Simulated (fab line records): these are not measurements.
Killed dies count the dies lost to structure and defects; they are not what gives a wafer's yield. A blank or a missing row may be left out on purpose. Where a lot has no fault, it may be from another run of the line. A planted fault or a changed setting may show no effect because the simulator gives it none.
fab line records    flow sky130
record: lots: 11  wafers: 33  last_day: 49
route steps=708 shown METAL3@532 VIA3@573 PAD_OPEN@708
lots with no fault: from the same line, run without faults
start_h: start of the lot's first displayed wafer, in hours after the record's first day    wait_h: time in hours since the lot's previous step    " as in the row above    L1.1+2: several wafers, shown together as one row    - value missing, or start not given    * or withheld: withheld    < > ~ a bound
route shown NAME@n: NAME is a module with steps in the file, n the number in the route of the first one    usual: mean/standard deviation of fault-free wafers    same: alike in all rows    chamber/n: place in a boat    sites: per-site readings    _std_site: their standard deviation    _edge_site: mean of outer sites minus mean of inner sites    radius_mm: for every site, how far away it sits from the centre of the wafer    mask NAME#n: copy n    behind: the last tool/chamber to shape the wafer    hold: why the lot was held/for how many hours/how that ended    device: whichever transistor did not switch (one of n, p or np)    end of line: at the end of the route, the tests of the same wafers    a step without rows: its recipe alone    killed: dies lost to structure and defects at the first sort, not the wafer's yield    map: the dies of a wafer, with x for killed, . for not killed, _ for no die there
set.NAME: setting as actually run; set.NAME@STEP: the setting as run at that earlier step    model.NAME: the simulator's own value behind a step, which no gauge read
route steps across a sampled set of lots; one table per step, one row per wafer
services: a tool's chamber out of use, with start hour (start_h, from the record's first day; less than 0 if before it), hours out, and reason
== steps ==
step: SKY_METAL3_SPUTTER_00
recipe: material: Ti  target_thk_nm: 15  power_w: 3000  time_s: 10  chamber_pressure_pa: 0.4
usual: throttle_valve_pct: 30.2/0.99
lot.wafer  tool            chamber  start_h  wait_h  throttle_valve_pct
L601.1     pvd_sputter-01  -        844.50   0.2     30.8
L601.4     "               -        "        "       29.3
L601.5     "               -        "        "       30.1
L605.2     pvd_sputter-03  -        881.43   0.1     30.2
L605.5     "               -        "        "       32.1
L605.6     "               -        "        "       30.7
L607.1     pvd_sputter-03  -        892.27   0.2     29.9
L607.2     "               -        "        "       32.1
L607.3     "               -        "        "       30.6
L608.1     pvd_sputter-01  -        898.91   0.2     30.0
L608.4     "               -        "        "       29.1
L608.5     "               -        "        "       30.0
L609.2     pvd_sputter-01  -        911.68   0.2     29.2
L609.3     "               -        "        "       30.8
L609.4     "               -        "        "       30.1
L611.3     pvd_sputter-01  -        932.26   0.1     30.7
L611.4     "               -        "        "       29.5
L611.5     "               -        "        "       30.1
L613.2     pvd_sputter-03  -        938.49   0.1     31.9
L613.4     "               -        "        "       30.3
L613.6     "               -        "        "       31.1
L612.2     pvd_sputter-03  -        939.32   0.1     30.5
L612.4     "               -        "        "       30.4
L612.5     "               -        "        "       30.2
L615.1     pvd_sputter-04  -        948.25   0.2     31.7
L615.4     "               -        "        "       28.2
L615.5     "               -        "        "       28.6
L617.2     pvd_sputter-04  -        965.37   0.1     28.8
L617.3     "               -        "        "       28.0
L617.5     "               -        "        "       28.4
L619.1     pvd_sputter-01  -        974.89   0.1     30.5
L619.2     "               -        "        "       29.8
L619.4     "               -        "        "       30.1
step: SKY_VIA3_HDPCVD_00
recipe: material: SiO2  target_thk_nm: 1635  sigma_open_frac: 0.3  time_s: 272.5  temp_c: 400  sih4_flow_sccm: 60  pressure_mtorr: 6
usual: run_length_s: 300.6/0.32  sih4_flow_sccm: 60.00/0.17
lot.wafer  tool       chamber  start_h  wait_h  run_length_s  sih4_flow_sccm
L601.1     hdpcvd-01  1        898.43   0.0     300.8         59.98
L601.4     "          2        "        "       300.4         59.82
L601.5     "          1        "        "       300.8         60.23
L605.2     hdpcvd-02  0        933.86   0.0     300.3         59.69
L605.5     "          2        "        "       300.8         59.87
L605.6     "          1        "        "       300.5         59.86
L607.1     hdpcvd-02  1        943.99   0.0     300.6         59.71
L607.2     "          2        "        "       300.6         60.27
L607.3     "          0        "        "       300.3         60.52
L608.1     hdpcvd-02  1        950.71   0.0     300.4         59.62
L608.4     "          0        "        "       300.4         59.92
L608.5     "          2        "        "       301.1         60.23
L609.2     hdpcvd-02  1        962.21   0.0     300.2         59.88
L609.3     "          2        "        "       300.5         59.86
L609.4     "          1        "        "       300.7         60.03
L611.3     hdpcvd-01  1        981.69   0.0     300.8         59.83
L611.4     "          0        "        "       301.1         60.21
L611.5     "          1        "        "       301.3         59.81
L613.2     hdpcvd-02  0        987.66   0.0     300.2         59.68
L613.4     "          1        "        "       301.2         59.92
L613.6     "          2        "        "       300.7         60.07
L612.2     hdpcvd-01  1        989.11   0.0     300.7         59.85
L612.4     "          0        "        "       300.6         59.88
L612.5     "          2        "        "       300.3         59.81
L615.1     hdpcvd-02  0        997.71   0.0     300.8         59.95
L615.4     "          2        "        "       300.5         60.07
L615.5     "          1        "        "       329.4         59.98
L617.2     hdpcvd-02  1        1013.91  0.0     301.1         60.08
L617.3     "          2        "        "       329.5         59.72
L617.5     "          0        "        "       328.4         60.00
L619.1     hdpcvd-01  2        1023.71  0.0     300.1         60.15
L619.2     "          1        "        "       301.0         60.02
L619.4     "          2        "        "       300.3         60.14
step: SKY_VIA3_THK_MEAS_01
recipe: reads: SiO2_of_VIA3_HDPCVD_00
usual: VIA3_HDPCVD_THK: 1630/16
lot.wafer  tool           chamber  start_h  wait_h  VIA3_HDPCVD_THK[nm]
L601.1     film_metro-02  -        898.60   0.1     1616
L601.4     "              -        "        "       1605
L601.5     "              -        "        "       1619
L605.2     film_metro-01  -        934.04   0.1     1630
L605.5     "              -        "        "       1616
L605.6     "              -        "        "       1610
L607.1     film_metro-02  -        944.16   0.1     1641
L607.2     "              -        "        "       1614
L607.3     "              -        "        "       1629
L608.1     film_metro-04  -        950.88   0.1     1601
L608.4     "              -        "        "       1610
L608.5     "              -        "        "       1587
L609.2     film_metro-01  -        962.39   0.1     1633
L609.3     "              -        "        "       1622
L609.4     "              -        "        "       1645
L611.3     film_metro-01  -        981.88   0.1     1632
L611.4     "              -        "        "       1625
L611.5     "              -        "        "       1646
L613.2     film_metro-02  -        987.83   0.1     1622
L613.4     "              -        "        "       1632
L613.6     "              -        "        "       1614
L612.2     film_metro-02  -        989.29   0.1     1653
L612.4     "              -        "        "       1649
L612.5     "              -        "        "       1660
L615.1     film_metro-01  -        997.87   0.1     1644
L615.4     "              -        "        "       1630
L615.5     "              -        "        "       1828
L617.2     film_metro-01  -        1014.09  0.1     1646
L617.3     "              -        "        "       1810
L617.5     "              -        "        "       1815
L619.1     film_metro-02  -        1023.88  0.1     1621
L619.2     "              -        "        "       1654
L619.4     "              -        "        "       1619
step: SKY_VIA3_ETCH_15
recipe: target: SiO2  chemistry: C4F8/O2/Ar  target_depth_nm: 507  stop_on: TiN  mask_material: KrF-thick  source_w: 1500  bias_w: 1200  pressure_mtorr: 40  c4f8_flow_sccm: withheld  O2_flow_sccm: 6  Ar_flow_sccm: 300  time_s: 78
usual: oes_product_au: 0.945/0.0049
lot.wafer  tool         chamber  start_h  wait_h  oes_product_au  rf_hours_counter_h
L601.1     rie_diel-02  1        923.99   0.0     0.947           6
L601.4     "            3        "        "       0.940           23
L601.5     "            2        "        "       0.941           -
L605.2     rie_diel-03  1        958.84   0.0     0.947           7
L605.5     "            2        "        "       0.945           -
L605.6     "            1        "        "       0.955           -
L607.1     rie_diel-03  3        968.74   0.0     0.942           4
L607.2     "            0        "        "       0.949           26
L607.3     "            1        "        "       0.943           7
L608.1     rie_diel-02  2        975.67   0.0     0.941           8
L608.4     "            0        "        "       0.946           10
L608.5     "            3        "        "       0.944           -
L609.2     rie_diel-04  3        986.21   0.0     0.947           4
L609.3     "            0        "        "       0.941           13
L609.4     "            1        "        "       0.942           9
L611.3     rie_diel-02  2        1006.32  0.0     0.942           9
L611.4     "            1        "        "       0.956           -
L611.5     "            2        "        "       0.945           -
L613.2     rie_diel-02  2        1011.09  0.0     0.944           10
L613.4     "            0        "        "       0.954           -
L613.6     "            2        "        "       0.948           -
L612.2     rie_diel-04  2        1013.36  0.0     0.935           14
L612.4     "            3        "        "       0.943           5
L612.5     "            0        "        "       0.943           -
L615.1     rie_diel-04  2        1021.84  0.0     0.941           14
L615.4     "            0        "        "       0.950           14
L615.5     "            1        "        "       0.943           -
L617.2     rie_diel-03  0        1037.68  0.0     0.948           28
L617.3     "            1        "        "       0.952           10
L617.5     "            2        "        "       0.940           -
L619.1     rie_diel-03  3        1047.49  0.0     0.945           7
L619.2     "            1        "        "       0.941           10
L619.4     "            0        "        "       0.940           29
step: SKY_VIA3_RS_MEAS_22
recipe: thk_meas_gauge: four-point-probe  reads: W_of_VIA3_CVD_21+TiN_of_VIA3_SPUTTER_20
usual: VIA3_W_RS: 0.294/0.0031
lot.wafer  tool           chamber  start_h  wait_h  VIA3_W_RS[ohm/sq]
L601.1     film_metro-02  -        924.82   0.1     0.291
L601.4     "              -        "        "       0.293
L601.5     "              -        "        "       0.294
L605.2     film_metro-02  -        959.69   0.1     0.288
L605.5     "              -        "        "       0.290
L605.6     "              -        "        "       0.290
L607.1     film_metro-01  -        970.01   0.1     0.291
L607.2     "              -        "        "       0.291
L607.3     "              -        "        "       0.290
L608.1     film_metro-01  -        976.51   0.1     0.292
L608.4     "              -        "        "       0.292
L608.5     "              -        "        "       0.296
L609.2     film_metro-04  -        987.07   0.1     0.292
L609.3     "              -        "        "       0.292
L609.4     "              -        "        "       0.291
L611.3     film_metro-04  -        1007.20  0.1     0.298
L611.4     "              -        "        "       0.294
L611.5     "              -        "        "       0.295
L613.2     film_metro-04  -        1011.94  0.1     0.298
L613.4     "              -        "        "       0.297
L613.6     "              -        "        "       0.297
L612.2     film_metro-04  -        1014.22  0.1     0.294
L612.4     "              -        "        "       0.290
L612.5     "              -        "        "       0.292
L615.1     film_metro-02  -        1022.67  0.1     0.291
L615.4     "              -        "        "       0.294
L615.5     "              -        "        "       0.294
L617.2     film_metro-04  -        1038.57  0.1     0.294
L617.3     "              -        "        "       0.291
L617.5     "              -        "        "       0.294
L619.1     film_metro-01  -        1048.34  0.1     0.296
L619.2     "              -        "        "       0.294
L619.4     "              -        "        "       0.290
step: SKY_PAD_OPEN_PROBE_99
usual: defect_limited_yield: 82.3/2  killed_at_M0_to_M3: 43/7.3  killed_at_M4_up: 3.2/1.8  killed_at_contacts: 24/5.8  killed_at_front_end: 16/4.5  killed_at_other: 0.3/0.53  killed_dies: 87/9.9  killed_open: 48/6.8  killed_short: 39/6.9  sort_bin_3_pad_short: 0.8/0.42  sort_bin_5_function: 10.4/1.6  sort_bin_6_memory: 6.4/1.2  sort_n_pass: 405/9.9  sort_yield_pct: 82.3/2
same: gross_dies: 492  killed_at_back_side: 0  sort_bin_4_leakage[%]: 0  sort_bin_8_speed[%]: 0
lot.wafer  tool       chamber  start_h  wait_h  defect_limited_yield[%]  killed_at_M0_to_M3  killed_at_M4_up  killed_at_contacts  killed_at_front_end  killed_at_other  killed_dies  killed_open  killed_short  sort_bin_3_pad_short[%]  sort_bin_5_function[%]  sort_bin_6_memory[%]  sort_n_pass  sort_yield_pct[%]
L609.2     prober-01  -        1122.38  0.1     81.5                     41                  2                24                  24                   0                91           50           41            1.0                      12.6                    4.9                   401          81.5
L609.3     prober-01  -        1122.43  0.2     81.5                     54                  2                22                  13                   0                91           61           30            1.2                      10.6                    6.7                   401          81.5
L609.4     prober-01  -        1122.48  0.2     84.1                     42                  2                16                  18                   0                78           47           31            1.0                      7.9                     6.9                   414          84.1
L611.3     prober-01  -        1138.99  0.2     81.3                     44                  2                33                  13                   0                92           58           34            0.8                      9.8                     8.1                   400          81.3
L611.4     prober-01  -        1139.04  0.2     77.6                     71                  4                19                  16                   0                110          56           54            1.0                      14.2                    7.1                   382          77.6
L611.5     prober-01  -        1139.09  0.2     80.1                     53                  4                23                  17                   1                98           43           55            1.0                      12.2                    6.7                   394          80.1
L612.2     prober-01  -        1144.94  0.1     84.1                     40                  3                21                  14                   0                78           42           36            0.6                      9.6                     5.7                   414          84.1
L612.4     prober-01  -        1145.04  0.2     81.7                     38                  1                33                  18                   0                90           54           36            0.8                      9.8                     7.7                   402          81.7
L612.5     prober-01  -        1145.09  0.2     84.6                     36                  4                16                  19                   1                76           45           31            0.6                      9.3                     5.5                   416          84.6
L617.2     prober-01  -        1163.04  0.1     81.5                     47                  3                23                  17                   1                91           58           33            0.6                      9.1                     8.7                   401          81.5
L617.3     prober-01  -        1163.09  0.2     80.9                     58                  2                24                  10                   0                94           47           47            1.2                      11.6                    6.3                   398          80.9
L617.5     prober-01  -        1163.19  0.2     83.3                     35                  0                28                  18                   1                82           46           36            0.4                      11.4                    4.9                   410          83.3
killed by level:class
L609.2 VIA1:geometric_particle:open=14 CONTACT:geometric_particle:open=8 VIA3:geometric_particle:open=7 FIELD_ISO:geometric_particle:open=6 LI_CONTACT:geometric_particle:open=6 CONTACT:geometric_particle:short=6 POLY_GATE:geometric_particle:short=5 SPACER:geometric_particle:short=5
L609.3 VIA1:geometric_particle:open=19 CONTACT:geometric_particle:open=10 VIA3:geometric_particle:open=8 LI_CONTACT:geometric_particle:open=7 METAL2:geometric_particle:short=7 VIA1:geometric_particle:short=6 FIELD_ISO:geometric_particle:open=5 POLY_GATE:geometric_particle:open=5
L609.4 VIA3:geometric_particle:open=9 CONTACT:geometric_particle:open=6 VIA1:geometric_particle:short=6 VIA1:geometric_particle:open=6 VIA2:geometric_particle:open=6 FIELD_ISO:geometric_particle:short=4 LI_CONTACT:geometric_particle:open=4 VIA3:geometric_particle:short=3
L611.3 VIA1:geometric_particle:open=13 LI_CONTACT:geometric_particle:open=11 METAL2:geometric_particle:short=7 CONTACT:geometric_particle:open=7 VIA2:geometric_particle:open=7 CONTACT:geometric_particle:short=6 POLY_GATE:geometric_particle:open=5 LI_CONTACT:geometric_particle:short=5
L611.4 VIA1:geometric_particle:open=18 VIA3:geometric_particle:open=11 METAL1:geometric_particle:short=10 CONTACT:geometric_particle:open=9 METAL2:geometric_particle:short=9 VIA2:geometric_particle:short=8 VIA2:geometric_particle:open=7 VIA1:geometric_particle:short=5
L611.5 LI_CONTACT:geometric_particle:open=13 METAL2:geometric_particle:short=10 VIA3:geometric_particle:open=8 POLY_GATE:geometric_particle:short=6 VIA2:geometric_particle:short=6 POLY_GATE:geometric_particle:open=5 METAL1:geometric_particle:short=5 VIA1:geometric_particle:open=5
L612.2 FIELD_ISO:geometric_particle:open=7 LI_CONTACT:geometric_particle:open=7 CONTACT:geometric_particle:open=6 VIA1:geometric_particle:open=6 VIA1:geometric_particle:short=6 VIA2:geometric_particle:open=6 VIA3:geometric_particle:open=6 METAL1:geometric_particle:short=4
L612.4 LI_CONTACT:geometric_particle:open=13 VIA1:geometric_particle:open=13 CONTACT:geometric_particle:open=9 METAL1:geometric_particle:short=7 FIELD_ISO:geometric_particle:open=5 LOCAL_INTERCONNECT:geometric_particle:short=4 VIA2:geometric_particle:short=4 POLY_GATE:geometric_particle:open=3
L612.5 VIA1:geometric_particle:open=8 POLY_GATE:geometric_particle:open=7 VIA3:geometric_particle:open=7 CONTACT:geometric_particle:open=6 METAL1:geometric_particle:short=4 VIA3:geometric_particle:short=4 FIELD_ISO:geometric_particle:open=3 POLY_GATE:geometric_particle:short=3
L617.2 VIA1:geometric_particle:open=14 CONTACT:geometric_particle:open=11 METAL1:geometric_particle:short=7 VIA3:geometric_particle:open=7 LI_CONTACT:geometric_particle:open=6 FIELD_ISO:geometric_particle:open=5 METAL2:geometric_particle:short=5 FIELD_ISO:geometric_particle:short=4
L617.3 VIA1:geometric_particle:open=16 METAL2:geometric_particle:short=9 VIA3:geometric_particle:open=8 METAL1:geometric_particle:short=7 CONTACT:geometric_particle:open=6 VIA2:geometric_particle:short=5 LOCAL_INTERCONNECT:geometric_particle:short=5 VIA2:geometric_particle:open=5
L617.5 CONTACT:geometric_particle:open=11 VIA1:geometric_particle:open=8 LI_CONTACT:geometric_particle:open=7 METAL1:geometric_particle:short=7 METAL2:geometric_particle:short=7 VIA2:geometric_particle:open=7 LOCAL_INTERCONNECT:geometric_particle:short=6 FIELD_ISO:geometric_particle:short=4
== services ==
tool            chamber  start_h  hours  kind
rie_diel-03     3        850.34   2.0    repair
rie_diel-04     2        861.71   1.9    repair
rie_diel-04     0        887.55   16.5   repair
hdpcvd-01       -        892.22   6.0    pm
rie_diel-04     3        892.80   1.5    repair
pvd_sputter-04  -        893.05   2.2    repair
rie_diel-03     -        894.21   28.1   pm
rie_diel-03     0        927.88   3.5    repair
hdpcvd-01       -        950.25   15.0   pm
hdpcvd-01       0        950.25   15.0   vent_cycle
hdpcvd-01       1        950.25   15.0   vent_cycle
hdpcvd-01       2        950.25   15.0   vent_cycle
pvd_sputter-03  -        966.99   1.4    repair
rie_diel-04     2        968.67   16.7   repair
hdpcvd-02       -        972.63   14.6   pm
rie_diel-04     -        979.03   0.4    repair
rie_diel-02     3        988.49   2.6    repair
rie_diel-03     3        992.40   1.3    repair
pvd_sputter-03  -        997.30   3.7    repair
rie_diel-04     2        1006.71  5.0    repair
rie_diel-02     1        1013.53  10.8   repair
rie_diel-03     -        1021.90  2.8    pm
rie_diel-04     1        1027.84  20.8   repair
hdpcvd-01       2        1039.20  36.0   repair
== key ==
first_sign: step: SKY_VIA3_HDPCVD_00  reading: run_length_s  direction: up  sigmas: 90  usual: *  struck: *
effect: step: SKY_VIA3_THK_MEAS_01  reading: VIA3_HDPCVD_THK  direction: up  sigmas: 11  usual: 1630  struck: 1818
met_at SKY_VIA3_HDPCVD_00
struck_lots L615,L617
struck_wafers L615.5,L617.3,L617.5
not_acting_at SKY_METAL3_SPUTTER_00,SKY_VIA3_ETCH_15,SKY_VIA3_RS_MEAS_22
onset_between 987.66 997.71
fault: kind: process_parameter_drift  tool: hdpcvd-02  chamber: -  onset_h: 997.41  steps: SKY_VIA3_HDPCVD_00  channel: time_s  offset: *  shape: step  end_h: 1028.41  scope: struck_wafers_only  acts_in: *  stated: *
